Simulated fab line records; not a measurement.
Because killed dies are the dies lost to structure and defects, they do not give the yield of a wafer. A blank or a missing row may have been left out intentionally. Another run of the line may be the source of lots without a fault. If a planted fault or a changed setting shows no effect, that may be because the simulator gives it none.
Problem report in the 8D (eight disciplines) form, filled by code / flow gf180mcu / the parts of the form that need people (team, actions taken, sign-off) are left out

1. THE PROBLEM
Wafers without a fault read 5.000 Pa, standard deviation 0.0094; chamber pressure pa at GF_V4_SPUTTER_21 reads a mean of 4.316 Pa on 9 wafers belonging to 3 lots. Measured from the usual mean, that is -73 standard deviations.
The step: material Ti, target thk 15 nm, time 80.02 s.
The first sign was on wafer L363.3 at day 27 22:47, on pvd sputter-02. The record holds 21 wafers of 7 lots with a number at this step. The rule behind "out" and "out of limits": a value lying over 4 standard deviations away from the usual mean. The rest of the wafers with a number are treated as sound.

2. WHAT IT IS, AND WHAT IT ISN'T
question=which readings at this step | is=chamber pressure pa | is not=-
question=which lots | is=L363, L364, L366 | is not=L352, L353, L365, L373
question=which wafers of those lots | is=all that have a number | is not=-
question=read on which tools | is=pvd sputter-02 | is not=pvd sputter-01, pvd sputter-04
question=when | is=from day 27 22:47 | is not=up to then (6 sound wafers); but 6 sound wafers of L365, L373 came after

3. WHAT RULES OUT EACH SUSPECT
Counting: a tool at any process step up to the reading remains a suspect when it ran all the lots that are out and ran no sound lot after the first of those.
- pvd sputter-02 at GF_V4_SPUTTER_21 (material Ti, target thk 15 nm, time 80.02 s): kept. All lots that are out passed through it, beginning with L363 at day 27 22:47, and no sound lot followed; its final sound lot before that point was L352 at day 24 01:36. Out on those wafers are its own readings of chamber pressure pa.
The count leaves pvd sputter-02 at GF_V4_SPUTTER_21.

4. THE CAUSE (what the simulator had put in)
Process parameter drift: pvd sputter-02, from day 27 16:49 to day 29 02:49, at GF_V4_SPUTTER_21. The setting chamber pressure pa was moved by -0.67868, starting from 5. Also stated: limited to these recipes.
Counting left only this tool.

5. SEQUENCE OF EFFECTS, ordered by route
Rows list readings where the struck wafers' mean (over those with a number) sits beyond 3 standard deviations from the usual. Only readings for which the record gives a usual standard deviation are gone through. hours: the time from each lot's start at the first step in this table that gives one to its start at this step, as a median over the lots. sigmas: the change in usual standard deviations.
hours=0; step=GF_V4_SPUTTER_21; reading=chamber pressure pa; usual=5.000 Pa; on struck wafers=4.316; change=-0.684; sigmas=-73
Process steps it contains:
- GF_V4_SPUTTER_21: material Ti, target thk 15 nm, time 80.02 s.

6. WHAT WOULD HAVE CAUGHT IT SOONER
6 hours passed between the start of the fault at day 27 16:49 and the first reading out of limits in this record, taken at day 27 22:47.
